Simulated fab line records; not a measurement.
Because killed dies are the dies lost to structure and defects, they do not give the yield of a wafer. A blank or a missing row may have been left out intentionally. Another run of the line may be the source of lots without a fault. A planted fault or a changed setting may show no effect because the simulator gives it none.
A struck lot beside a sound one    flow sky130    15 steps out of a route of 708
Sound: these wafers, L739.1, L739.2, L739.6. Struck: wafer L750.2 (left out: L750.5, L750.6 of the same lot, which were not struck); the cause appears at the end.
At each step with rows: each side's tool, then ch and its chambers, then its first start. Under that, the readings that differ: sound wafers    struck wafers    difference of the means    sigmas: that difference in standard deviations of wafers without a fault.
alike: readings whose means differ by less than 2 such deviations, and words and numbers that are the same on both sides. not compared: withheld readings, readings that some wafer has no value for, bounds like >300 that may hide the same value, and numbers for which the record gives no deviation and whose values overlap.
The two part at a step that has a row with sigmas, a row that says differs or no value, or rows on one side only. Non-overlapping numbers with no deviation appear without sigmas and do not part them. A reading missing from all wafers of one side parts the sides only when that side holds two or more wafers.

SKY_CONTACT_ETCH_16: etches BARC in N2/H2, stops on SiO2, time 45.9 s, target depth 60 nm.
  sound on rie-diel-03 ch 0,1,3, day 32 15:47; struck on rie-diel-04 ch 2, day 36 01:21
reading                         sound                 struck  difference  sigmas
chamber-pressure-mTorr (mTorr)  29.997 29.954 29.980  30.053  +0.076      +3
  alike: drypump-motor-current-A, oes-product-au, throttle-valve-pct
  not compared: rf-hours-counter-h
SKY_CONTACT_ETCH_17: etches SiO2 in C4F8/O2/Ar, stops on Si3N4, target depth 340 nm.
  sound on rie-diel-03 ch 0,1,3, day 32 15:49; struck on rie-diel-04 ch 2, day 36 01:23
  alike: chamber-pressure-mTorr, oes-product-au
SKY_CONTACT_ETCH_18: etches Si3N4 in CHF3/O2, stops on TiN, time 39 s, target depth 75 nm.
  sound on rie-diel-03 ch 0,1,3; struck on rie-diel-04 ch 2
  alike: chamber-pressure-mTorr, drypump-motor-current-A, oes-product-au, throttle-valve-pct
  not compared: rf-hours-counter-h
SKY_CONTACT_STRIP_19: strips in O2/N2.
  sound on plasma-asher-03 ch 0,1, day 32 15:55; struck on plasma-asher-02 ch 0, day 36 01:29
  alike: chamber-pressure-mTorr, drypump-motor-current-A, oes-product-au, strip-time-to-endpoint-s
  not compared: rf-hours-counter-h
then, 5 steps without rows for these wafers: SKY_CONTACT_STRIP_20 (strips in post etch residue remover, time 1200 s); SKY_CONTACT_CLEAN_21 (cleans in IPA, time 180 s); SKY_CONTACT_CLEAN_22 (cleans in O3/DIW); SKY_CONTACT_SPUTTER_23 (material TiN, target thk 20 nm, time 80 s); SKY_CONTACT_CVD_24 (deposits W, target thk 340 nm, time 102.12 s).
SKY_CONTACT_RS_MEAS_25: uses a four-point probe to measure.
  sound on film-metro-03 at day 32 16:45; struck on film-metro-03 at day 36 02:18
  alike: CONTACT_W_RS
SKY_CONTACT_THK_MEAS_26: measures by xrf.
  sound on film-metro-03 at day 32 16:52; struck on film-metro-03 at day 36 02:25
  alike: CONTACT_W_THK
then, 1 step without rows for these wafers: SKY_CONTACT_CMP_27 (polishes, stops on SiO2, t overpolish 15 s, target thk 0 nm).
SKY_METAL1_SPUTTER_00: material Ti, target thk 15 nm, time 10 s.
  sound on pvd-sputter-04 at day 32 17:14; struck on pvd-sputter-04 at day 36 02:46
reading                                    sound              struck  difference  sigmas
model.Ti_of_METAL1_SPUTTER_00.thk-nm (nm)  14.98 14.77 14.88  10.5    -4.4        
  alike: throttle-valve-pct
SKY_METAL1_SPUTTER_01: material TiN, target thk 20 nm, time 16.7 s.
  sound on pvd-sputter-04 at day 32 17:15; struck on pvd-sputter-04 at day 36 02:47
  alike: throttle-valve-pct
-- the record jumps here: 13 days lie between the struck wafers' starts before and after (it left off in module METAL1 and takes up again in module PAD_OPEN, whose first step shown is number 708 of the route) --
SKY_PAD_OPEN_PROBE_99:
  only the struck wafers here have rows in the record (prober-01, day 49 01:47); the sound ones have none

WHERE THEY PART
Last at SKY_PAD_OPEN_PROBE_99 as far as this record goes, first at SKY_CONTACT_ETCH_16.

WHY: what the simulator had put in
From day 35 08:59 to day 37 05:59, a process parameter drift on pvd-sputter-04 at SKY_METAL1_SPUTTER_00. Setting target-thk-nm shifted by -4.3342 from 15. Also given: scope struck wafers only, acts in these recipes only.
